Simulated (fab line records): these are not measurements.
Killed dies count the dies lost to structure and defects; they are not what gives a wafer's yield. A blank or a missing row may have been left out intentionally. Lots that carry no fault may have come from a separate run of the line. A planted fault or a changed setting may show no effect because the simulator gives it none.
What tool caused it?    flow sky130    Sampling: 12 lots, 36 wafers, 5 of 708 route steps

== WHAT EACH GAUGE READ, for each wafer ==
The record lacks any reading of a measuring or inspecting step that a usual standard deviation could be used to judge.

== WHICH TOOL RAN EACH LOT (tool, then ch and the chambers of the sampled wafers, then the start) ==
lot   SKY_METAL4_SPUTTER_02        SKY_METAL5_SPUTTER_03        SKY_PASSIVATION_CVD_02           SKY_PAD_OPEN_ETCH_07               SKY_PAD_OPEN_PROBE_99
L852  pvdSputter-04, day 39 11:53  pvdSputter-01, day 42 14:13  pecvd-01 ch 0,1,2, day 43 13:29  rieDiel-02 ch 0,2,3, day 45 09:24  -
L855  pvdSputter-01, day 41 04:02  pvdSputter-01, day 44 05:05  pecvd-02 ch 0,1, day 45 03:02    rieDiel-02 ch 0,2,3, day 46 19:56  -
L856  pvdSputter-01, day 44 02:25  pvdSputter-04, day 46 21:05  pecvd-01 ch 1,2, day 47 19:01    rieDiel-02 ch 0,1,3, day 49 10:51  -
L861  pvdSputter-01, day 44 04:44  pvdSputter-03, day 46 23:11  pecvd-02 ch 0,1,2, day 47 20:08  rieDiel-01 ch 0,3, day 49 12:34    prober-01, day 49 15:22
L863  pvdSputter-02, day 44 05:56  pvdSputter-03, day 47 00:26  pecvd-02 ch 1,2, day 47 21:28    rieDiel-01 ch 0,1,2, day 49 14:19  prober-01, day 49 16:58
L865  pvdSputter-01, day 44 11:13  pvdSputter-04, day 47 05:22  pecvd-03 ch 0,1,2, day 48 02:50  rieDiel-01 ch 1,2,3, day 49 18:37  -
L868  pvdSputter-02, day 44 12:10  pvdSputter-01, day 47 05:17  pecvd-01 ch 0,2, day 48 02:27    rieDiel-04 ch 1,2,3, day 49 18:16  -
L867  pvdSputter-01, day 44 12:49  pvdSputter-04, day 47 08:16  pecvd-01 ch 0,1, day 48 05:12    rieDiel-02 ch 0,2, day 49 21:32    -
L870  pvdSputter-01, day 44 14:21  pvdSputter-01, day 47 08:58  pecvd-03 ch 0,1,2, day 48 06:02  rieDiel-01 ch 0,1,3, day 49 22:09  -
L871  pvdSputter-01, day 44 20:43  pvdSputter-04, day 47 14:01  pecvd-02 ch 0,1, day 48 11:00    rieDiel-01 ch 0,1,3, day 50 02:07  prober-02, day 50 04:29
L873  pvdSputter-01, day 45 00:03  pvdSputter-04, day 47 17:25  pecvd-03 ch 1,2, day 48 13:52    rieDiel-02 ch 0,1, day 50 04:26    -
L875  pvdSputter-02, day 45 21:56  pvdSputter-04, day 48 13:56  pecvd-02 ch 1,2, day 49 11:58    rieDiel-04 ch 0,1,3, day 50 20:56  -
- SKY_METAL4_SPUTTER_02: material AlCu, target thk 735 nm, time 39.1 s.
- SKY_METAL5_SPUTTER_03: material Ti, target thk 5 nm, time 3.3 s.
- SKY_PASSIVATION_CVD_02: deposits Si3N4, target thk 540 nm.
- SKY_PAD_OPEN_ETCH_07: etches the open film in CF4/O2, stops on AlCu, target depth 725 nm, time 161.1 s.
- SKY_PAD_OPEN_PROBE_99

== AS READ BY THE TOOLS THEMSELVES (means over the sampled wafers that have a number; for cases with no such wafer, the mark the record gives instead) ==
SKY_METAL4_SPUTTER_02.
lot   tool           throttleValvePct (%)
L852  pvdSputter-04  29.2
L855  pvdSputter-01  29.4
L856  pvdSputter-01  29.6
L861  pvdSputter-01  28.5
L863  pvdSputter-02  30.5
L865  pvdSputter-01  29.2
L868  pvdSputter-02  30.0
L867  pvdSputter-01  29.3
L870  pvdSputter-01  29.3
L871  pvdSputter-01  29.9
L873  pvdSputter-01  29.5
L875  pvdSputter-02  31.0

SKY_METAL5_SPUTTER_03.
lot   tool           throttleValvePct (%)
L852  pvdSputter-01  28.8
L855  pvdSputter-01  29.3
L856  pvdSputter-04  29.7
L861  pvdSputter-03  30.8
L863  pvdSputter-03  31.0
L865  pvdSputter-04  29.2
L868  pvdSputter-01  29.4
L867  pvdSputter-04  29.9
L870  pvdSputter-01  28.8
L871  pvdSputter-04  29.5
L873  pvdSputter-04  30.0
L875  pvdSputter-04  29.8

SKY_PASSIVATION_CVD_02.
lot   tool      heaterPowerW (W)
L852  pecvd-01  823
L855  pecvd-02  619
L856  pecvd-01  754
L861  pecvd-02  701
L863  pecvd-02  713
L865  pecvd-03  727
L868  pecvd-01  775
L867  pecvd-01  812
L870  pecvd-03  672
L871  pecvd-02  572
L873  pecvd-03  682
L875  pecvd-02  794

SKY_PAD_OPEN_ETCH_07.
lot   tool        O2_flow_sccm (sccm)  drypumpMotorCurrentA (A)  oesProductAu (a.u.)  throttleValvePct (%)
L852  rieDiel-02  10.00                5.8                       0.984                5.970
L855  rieDiel-02  10.00                5.8                       0.980                5.973
L856  rieDiel-02  9.99                 5.5                       0.978                5.974
L861  rieDiel-01  10.02                5.5                       0.982                5.963
L863  rieDiel-01  10.00                5.9                       0.987                5.963
L865  rieDiel-01  10.02                6.1                       0.972                5.970
L868  rieDiel-04  9.98                 5.7                       0.976                5.958
L867  rieDiel-02  9.99                 6.2                       0.981                5.963
L870  rieDiel-01  9.98                 5.9                       0.976                5.965
L871  rieDiel-01  10.03                5.9                       0.981                5.963
L873  rieDiel-02  10.00                5.8                       0.982                5.963
L875  rieDiel-04  10.04                5.4                       0.987                5.968

SKY_PAD_OPEN_PROBE_99.
lot   tool       defectLimitedYield (%)  killed_at_M0_to_M3  killed_at_M4_up  killedAtContacts  killedAtFrontEnd  killedAtOther  killedDies  killedOpen  killedShort  sort_bin_3_pad_short (%)  sort_bin_5_function (%)  sort_bin_6_memory (%)  sortNPass  sortYieldPct (%)
L861  prober-01  79.7                    39                  20.0             23                17                0.3            100         42          41           2.2                       12.0                     6.1                    392        79.7
L863  prober-01  80.1                    42                  21.0             21                14                0.3            98          44          36           1.6                       12.2                     6.1                    394        80.1
L871  prober-02  83.5                    42                  5.3              23                11                0.0            81          46          35           1.0                       10.3                     5.2                    411        83.5

== THE ANSWER, worked out from the rows above alone ==
Rule: the usual values come from the lots themselves. Put in order of their means at a reading, lots are off if they are a third of the lots or fewer, leave a main group of 4 or more, and stand apart from it by a gap of 3 or more times the standard deviation of the main group's means; of several such gaps the widest counts. A main group whose means are all the same, to the digits that the tables above print for the reading, isn't used. A lot without any number at a reading at which 4 lots or more have one is off too. Any other lot the step has rows for is counted as sound. First the gauges in route order, then the tools' own readings, where a lot's mean is used as printed above. At the first step where some lot is off, the reading lying furthest off is the one used; lots without a number count as furthest.
None of the lots is off at any reading shown; this tells nothing.

== WHAT WAS PUT IN BY THE SIMULATOR ==
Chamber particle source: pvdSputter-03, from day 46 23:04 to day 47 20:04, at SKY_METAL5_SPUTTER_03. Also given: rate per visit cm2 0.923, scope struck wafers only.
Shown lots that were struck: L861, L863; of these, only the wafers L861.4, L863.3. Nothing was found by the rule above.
